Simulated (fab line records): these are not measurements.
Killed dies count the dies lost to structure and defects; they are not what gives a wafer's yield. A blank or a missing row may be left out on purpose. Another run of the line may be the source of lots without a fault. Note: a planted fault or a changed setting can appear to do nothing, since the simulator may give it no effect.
A single fault, viewed from 2 desks || flow gf180mcu || each desk has only its own numbers; what lay behind them comes last

== FROM THE METROLOGY DESK ==
What the gauges read for every lot (on any tool): the sampled wafers with a number, averaged. If a lot's mean is further than 4 standard deviations from the usual mean, the lot is out of limits and carries the mark OUT (the distance appears in the brackets). Shown here are 7 of its 9 readings, the ones lying furthest out on some lot.
Columns: A = CONTACT_W_RS at GF_CONTACT_RS_MEAS_25, usual 0.383 ohm/sq; B = CONTACT_W_THK at GF_CONTACT_THK_MEAS_26, usual 295 nm; C = M1_ALCU_RS at GF_M1_RS_MEAS_05, usual 0.0696 ohm/sq; D = cd_nm at GF_M1_CD_MEAS_14, usual 229.9 nm; E = M1_OVL at GF_M1_OVL_MEAS_15, usual 0 nm; F = V1_CVD_00_THK at GF_V1_THK_MEAS_01, usual 601 nm; G = V1_BOW at GF_V1_BOW_MEAS_05, usual 82 um
{"lot": "L332", "first seen here": "day 16 12:22", "A": 0.379, "B": 297, "C": 0.0691, "D": 229.5, "E": 6, "F": 592, "G": 86}
{"lot": "L335", "first seen here": "day 17 14:47", "A": 0.378, "B": 302, "C": 0.0694, "D": 231.5, "E": 5, "F": 601, "G": 79}
{"lot": "L341", "first seen here": "day 19 16:40", "A": 0.389, "B": 290, "C": 0.0693, "D": 229.4, "E": -1, "F": 599, "G": 92}
{"lot": "L342", "first seen here": "day 20 07:34", "A": 0.386, "B": 293, "C": 0.0683, "D": 230.1, "E": -3, "F": 601, "G": 81}
{"lot": "L349", "first seen here": "day 22 18:23", "A": 0.382, "B": 293, "C": 0.0699, "D": 229.7, "E": -7, "F": 602, "G": 88}
{"lot": "L350", "first seen here": "day 22 22:58", "A": 0.383, "B": 295, "C": 0.0692, "D": 229.3, "E": 1, "F": 596, "G": 77}
Result from this desk: across the 6 lots, nothing is out of limits.

== FOR THE TOOL OWNER'S DESK: pvd_sputter-03 ==
The tool's own readings at GF_M1_SPUTTER_03 (material Ti, target thk 10 nm, time 6.7 s): means of the sampled wafers that have a number, for each lot that ran on this tool. If a lot's mean is further than 4 standard deviations from the usual mean, the lot is out of limits and carries the mark OUT (the distance appears in the brackets).
Columns: A = substrate_temp_c at GF_M1_SPUTTER_03, usual 300.00 C; B = throttle_valve_pct at GF_M1_SPUTTER_03, usual 30.1 %
{"lot": "L335", "first seen here": "day 17 15:26", "A": 299.84, "B": 29.8}
{"lot": "L341", "first seen here": "day 19 17:17", "A": 300.14, "B": 30.2}
{"lot": "L342", "first seen here": "day 20 08:11", "A": 300.25, "B": 29.7}
{"lot": "L349", "first seen here": "day 22 19:02", "A": 300.14, "B": 30.3}
Result from this desk: across the 4 lots, nothing is out of limits.

== ALL TOGETHER ==
Metrology desk: nothing out of limits seen.
The desk of the tool owner found nothing out of limits.

== WHAT THE SIMULATOR HAD INSERTED ==
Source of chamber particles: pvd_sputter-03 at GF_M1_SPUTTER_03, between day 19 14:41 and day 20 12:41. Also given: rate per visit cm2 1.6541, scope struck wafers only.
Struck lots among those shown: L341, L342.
